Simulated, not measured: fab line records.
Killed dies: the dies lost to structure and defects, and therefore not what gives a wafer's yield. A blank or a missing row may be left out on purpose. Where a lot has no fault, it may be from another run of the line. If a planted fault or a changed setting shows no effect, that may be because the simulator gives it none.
Which tool is to blame? :: flow gf180mcu :: route of 602 steps, sampled at 1 step: 6 lots, 18 wafers

WHAT THE GAUGES SHOWED, per wafer
GF_HV_LDD_OVL_MEAS_32.
lot: L828
measured: day 11 11:49
on: overlay-01
HV_LDD_02_OVL (nm): -0.9 -1.6 -2.5

lot: L830
measured: day 12 10:43
on: overlay-02
HV_LDD_02_OVL (nm): 3.8 2.4 2.0

lot: L832
measured: day 12 23:01
on: overlay-02
HV_LDD_02_OVL (nm): -1.7 -1.8 -1.7

lot: L844
measured: day 17 06:47
on: overlay-02
HV_LDD_02_OVL (nm): 0.7 -1.0 1.8

lot: L847
measured: day 18 08:58
on: overlay-02
HV_LDD_02_OVL (nm): -0.6 -1.5 -0.6

lot: L849
measured: day 18 19:58
on: overlay-01
HV_LDD_02_OVL (nm): 1.4 -1.6 -0.6

TOOL THAT RAN EACH LOT (tool first, then ch and the chambers of the sampled wafers, then the start)
There is no process step in the record ahead of these readings.

THE ANSWER, worked out from the rows above alone
Rule: what is usual is taken from the lots themselves. The widest of any qualifying gaps counts: lots, ordered by their means at a reading, are off when they make up no more than a third of the lots, leave a main group of 4 or more, and stand apart from it by 3 or more times the standard deviation of that group's means. The tables above print the reading to a certain number of digits; a main group whose means all agree to those digits is not used. Also off: a lot with no number at a reading for which 4 or more lots have one. Where the step has rows for the other lots, those lots are counted as sound.
Nothing can be told from this: no lot is off at any reading shown.

WHAT HAD BEEN PUT IN BY THE SIMULATOR
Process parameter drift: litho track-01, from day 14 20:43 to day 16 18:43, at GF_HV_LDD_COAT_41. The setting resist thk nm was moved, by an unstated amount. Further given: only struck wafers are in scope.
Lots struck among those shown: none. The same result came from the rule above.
